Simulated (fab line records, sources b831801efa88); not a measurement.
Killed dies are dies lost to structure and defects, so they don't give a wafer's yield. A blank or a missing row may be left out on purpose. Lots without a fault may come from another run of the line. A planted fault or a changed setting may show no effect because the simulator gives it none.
A struck lot beside a sound one | flow gf180mcu | 36 steps out of a route of 602
Sound: wafers L908.2, L908.4, L908.5. Struck: wafer L918.6. (L918.3, L918.4 of the same lot were not struck and are left out.) The cause comes at the end.
At each step with rows: each side's tool, then ch and its chambers, then its first start. Under that, the readings that differ: sound wafers | struck wafers | difference of the means | sigmas: that difference in standard deviations of wafers without a fault.
alike: readings whose means differ by less than 2 such deviations, and words and numbers that are the same on both sides. not compared: withheld readings, readings that some wafer has no value for, bounds like >300 that may hide the same value, and numbers for which the record gives no deviation and whose values overlap.
The two part at a step that has a row with sigmas, a row that says differs or no value, or rows on one side only. Numbers that don't overlap but have no deviation are shown without sigmas and don't part them. A reading that every wafer of one side lacks parts them only if that side has two wafers or more.

first, 2 steps without rows for these wafers: GF_M3_PEB_12 (peb time 90 s); GF_M3_DEVELOP_13 (develop time 60 s).
GF_M3_CD_MEAS_14: target cd 280 nm.
  sound on cd_sem-02, day 21 22:15; struck on cd_sem-01, day 25 18:22
  alike: cd_nm
GF_M3_OVL_MEAS_15:
  sound on overlay-02, day 21 22:21; struck on overlay-01, day 25 18:28
  alike: M3_OVL
then, 1 step without rows for these wafers: GF_M3_METAL_ETCH_16 (etches the open film in Cl2/BCl3, stops on SiO2, target depth 750.8 nm, time 125.1 s).
GF_M3_STRIP_17: strips in O2/N2.
  sound on plasma_asher-04 ch 1, day 21 22:38; struck on plasma_asher-03 ch 0, day 25 18:38
  alike: drypump_motor_current_A, heater_power_w, oes_product_au, strip_time_to_endpoint_s
  not compared: rf_hours_counter_h
then, 3 steps without rows for these wafers: GF_M3_STRIP_18 (strips in post etch residue remover, time 1200 s); GF_M3_CLEAN_19 (cleans in DIW); GF_V3_CVD_00 (deposits SiO2, target thk 600 nm, time 100 s).
GF_V3_THK_MEAS_01:
  sound on film_metro-02, day 21 23:16; struck on film_metro-03, day 25 19:14
  alike: V3_CVD_00_THK
then, 1 step without rows for these wafers: GF_V3_CVD_02 (deposits SiO2 from TEOS, target thk 850 nm, time 94.851 s).
GF_V3_THK_MEAS_03:
  sound on film_metro-03, day 21 23:24; struck on film_metro-04, day 25 19:22
  alike: V3_CVD_02_THK
GF_V3_CMP_04: polishes SiO2.
  sound on cmp-01 ch 1,2, day 21 23:27; struck on cmp-01 ch 1, day 25 19:31
  reading                             | sound             | struck | difference | sigmas
  platen_rpm (rpm)                    | 60.02 59.98 59.97 | 59.92  | -0.07      | -2
  slurry_filter_dp_kPa (kPa)          | 13.36 13.37 13.66 | 13.79  | +0.33      | +2
  time_to_endpoint_s (s)              | 79 80 80          | 60     | -20        | -5
  model.SiO2_of_V3_CVD_02.thk_nm (nm) | 635.6 633.7 632.6 | 694.8  | +60.8      |
  alike: motor_current_A, slurry_flow_ml_min
GF_V3_BOW_MEAS_05:
  sound on film_metro-02, day 21 23:46; struck on film_metro-03, day 25 19:45
  alike: V3_BOW
then, 8 steps without rows for these wafers: GF_V3_DEHYDRATE_06 (time 60 s); GF_V3_HMDS_07 (prime time 60 s); GF_V3_COAT_08; GF_V3_COAT_09 (resist thk 1000 nm); GF_V3_SOFTBAKE_10 (time 60 s); GF_V3_EXPOSE_11 (exposes mask Via3, target cd 260 nm); GF_V3_PEB_12 (peb time 90 s); GF_V3_DEVELOP_13 (develop time 60 s).
GF_V3_CD_MEAS_14: target cd 260 nm.
  sound on cd_sem-01, day 22 23:36; struck on cd_sem-01, day 26 15:58
  alike: cd_nm
GF_V3_OVL_MEAS_15:
  sound on overlay-02, day 22 23:43; struck on overlay-01, day 26 16:03
  reading     | sound  | struck | difference | sigmas
  V3_OVL (nm) | -1 2 0 | -11    | -11        | -2
GF_V3_ETCH_16: etches BARC in N2/H2.
  sound on rie_diel-01 ch 0,1,2, day 22 23:44; struck on rie_diel-02 ch 1, day 26 16:05
  alike: drypump_motor_current_A, oes_product_au, throttle_valve_pct
GF_V3_ETCH_17: etches SiO2 in C4F8/O2/Ar, stops on TiN, target depth 635 nm.
  sound on rie_diel-01 ch 0,1,2; struck on rie_diel-02 ch 1
  reading                        | sound             | struck | difference | sigmas
  oes_product_au (a.u.)          | 0.853 0.855 0.865 | 0.895  | +0.037     | +9
  model.etch.depth_nm (nm)       | 635.6 633.7 632.6 | 694.8  | +60.8      |
  model.V3.feature_depth_nm (nm) | 635.6 633.7 632.6 | 694.8  | +60.8      |
then, 4 steps without rows for these wafers: GF_V3_STRIP_18 (strips in O2/N2); GF_V3_STRIP_19 (strips in post etch residue remover, time 1200 s); GF_V3_CLEAN_20 (cleans in DIW); GF_V3_SPUTTER_21 (material Ti, target thk 15 nm, time 80.02 s).
GF_V3_SPUTTER_22: material TiN, target thk 10 nm, time 40 s.
  sound on pvd_sputter-03, day 23 00:28; struck on pvd_sputter-04, day 26 16:50
  alike: throttle_valve_pct
GF_V3_CVD_23: deposits W, target thk 350 nm, time 104.9 s.
  sound on cvd_w-01 ch 1, day 23 00:30; struck on cvd_w-01 ch 0, day 26 16:55
  alike: heater_power_w
GF_V3_RS_MEAS_24: measures by four-point-probe.
  sound on film_metro-03, day 23 00:43; struck on film_metro-04, day 26 17:01
  alike: V3_W_RS
GF_V3_THK_MEAS_25: measures by xrf.
  sound on film_metro-03, day 23 00:50; struck on film_metro-04, day 26 17:07
  alike: V3_W_THK
GF_V3_CMP_26: polishes, stops on SiO2, t overpolish 15 s, target thk 0 nm.
  sound on cmp-02 ch 0,1, day 23 00:53; struck on cmp-01 ch 0, day 26 17:10
  reading                             | sound             | struck | difference | sigmas
  model.SiO2_of_V3_CVD_02.thk_nm (nm) | 631.8 629.9 628.8 | 691.1  | +60.9      |
  alike: motor_current_A, platen_rpm, slurry_filter_dp_kPa, slurry_flow_ml_min
GF_M4_SPUTTER_00: material Ti, target thk 37.5 nm, time 150 s.
  sound on pvd_sputter-03, day 23 01:11; struck on pvd_sputter-03, day 26 17:28
  alike: throttle_valve_pct

WHERE THEY PART
First at GF_V3_CMP_04; last, within this record, at GF_V3_ETCH_17. Later steps at which nothing parts them and some readings are alike: GF_V3_SPUTTER_22, GF_V3_CVD_23, GF_V3_RS_MEAS_24, GF_V3_THK_MEAS_25, GF_V3_CMP_26, GF_M4_SPUTTER_00.

WHY: what the simulator had put in
Process parameter drift: cmp-01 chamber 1, from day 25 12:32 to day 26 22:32, at GF_V3_CMP_04. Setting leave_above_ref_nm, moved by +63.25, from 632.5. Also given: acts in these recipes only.
